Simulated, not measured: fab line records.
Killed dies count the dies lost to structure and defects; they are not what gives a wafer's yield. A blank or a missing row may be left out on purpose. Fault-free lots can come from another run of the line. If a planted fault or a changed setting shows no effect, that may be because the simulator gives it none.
Lot-split experiment    flow gf180mcu    on a route of 602 steps: 5 lots, 20 wafers read

SPLIT DETAILS
At GF_M2_METAL_ETCH_16 (etches the open film in Cl2/BCl3, stops on SiO2, target depth 627.5 nm, time 104.6 s), the setting time-s was moved away from the recipe's 104.6 s on 7 of the 20 wafers read, by -11.0% to +12.7%. The other wafers ran this setting at the recipe's value.

The split's own step is where the reading is taken.

THE READING
KrF_of_M2_COAT_09.thk-nm (the simulator's own value, which no gauge read), in nm, at GF_M2_METAL_ETCH_16 (etches the open film in Cl2/BCl3, stops on SiO2, target depth 627.5 nm, time 104.6 s). There is no usual value for it anywhere in the file. Across the 13 wafers here that went through the recipe, the average is 734.5 nm and the standard deviation 3 nm.

wafer   tool, chamber at the split  time-s as run, s  against the recipe  KrF_of_M2_COAT_09.thk-nm, nm  against lot-mates on the recipe
L074.1  rie-metal-04, 0             104.6             recipe              732.2                         -
L074.2  rie-metal-04, 1             104.6             recipe              733.7                         -
L074.3  rie-metal-04, 0             104.6             recipe              731                           -
L074.4  rie-metal-04, 1             104.6             recipe              734.3                         -
L074.5  rie-metal-04, 0             104.6             recipe              732.3                         -
L075.3  rie-metal-03, 0             93.09             -11.0%              759.2                         no lot-mate on the recipe
L075.4  rie-metal-03, 0             93.09             -11.0%              755.4                         no lot-mate on the recipe
L082.1  rie-metal-02, 1             104.6             recipe              731.6                         -
L082.2  rie-metal-02, 0             104.6             recipe              731.5                         -
L082.3  rie-metal-02, 1             97.69             -6.6%               746.6                         +14.3
L082.4  rie-metal-02, 0             97.69             -6.6%               752.9                         +20.6
L082.5  rie-metal-02, 0             104.6             recipe              733.7                         -
L084.1  rie-metal-04, 0             117.9             +12.7%              706.8                         -33.0
L084.2  rie-metal-04, 1             104.6             recipe              739.7                         -
L084.4  rie-metal-04, 0             117.9             +12.7%              707.6                         -32.1
L084.5  rie-metal-04, 1             117.9             +12.7%              703                           -36.8
L084.6  rie-metal-04, 0             104.6             recipe              739.8                         -
L085.1  rie-metal-02, 1             104.6             recipe              735.5                         -
L085.3  rie-metal-02, 0             104.6             recipe              734.7                         -
L085.5  rie-metal-02, 0             104.6             recipe              738.5                         -

FIT RESULTS
A straight line over all 20 wafers: KrF_of_M2_COAT_09.thk-nm changes by -2.21 nm for each +1% of time-s; r = -0.98; the points scatter about the line by 3 nm.
The same after taking each lot's own level away (the mean of its wafers on the recipe; 18 wafers): -2.67 nm for each +1%; r = -0.99; scatter 1.8 nm.
That fit puts the effect of the largest move of time-s on the reading at 34 nm.
From 732.27 to 739.75 nm: that is the span of the lots' own levels, equal to 2.5 times the standard deviation above.
So the lot-to-lot level changes the slope: the two fits differ.
Check: -34.3 nm against its lot-mates is what the line predicts for one of the wafers moved furthest among these (+12.7%) when that wafer is left out of the fit. Against them it came out at -33 nm.

OTHER SPLITS ON THESE WAFERS
Before the reading, these wafers also passed through other splits. Each is held against what the fit with the lots' levels taken away leaves over:
other split on the same wafers        wafers away from the commonest value  r with KrF_of_M2_COAT_09.thk-nm (lot level and that fit taken away)
GF_CONTACT_CMP_04 leave-above-ref-nm  6                                     -0.12
GF_CONTACT_PEB_12 peb-temp-c          6                                     -0.27
GF_CONTACT_ETCH_16 bias-w             9                                     -0.04
GF_CONTACT_CVD_24 temp-c              8                                     -0.12
GF_V1_CVD_00 sih4-flow-sccm           8                                     -0.20
GF_V1_COAT_09 resist-thk-nm           5                                     -0.16
GF_V1_SPUTTER_22 chamber-pressure-pa  10                                    +0.01
GF_M2_SPUTTER_01 power-w              4                                     +0.19

THE WHOLE CHAIN: every reading that the file lists as answering this split, in the file's order
step                 what it does                                                                          reading                                                                    change (the file's fit)               r (the file's)
GF_M2_METAL_ETCH_16  etches the open film in Cl2/BCl3, stops on SiO2, target depth 627.5 nm, time 104.6 s  KrF_of_M2_COAT_09.thk-nm (the simulator's own value, which no gauge read)  -2.66 nm for each +1% of the setting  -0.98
GF_M2_STRIP_17       strips in O2/N2                                                                       strip-time-to-endpoint-s                                                   withheld for each +1% of the setting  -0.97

FILE'S OWN FIT
KrF_of_M2_COAT_09.thk-nm changes by -2.66 nm for each +1% of time-s, r = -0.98.
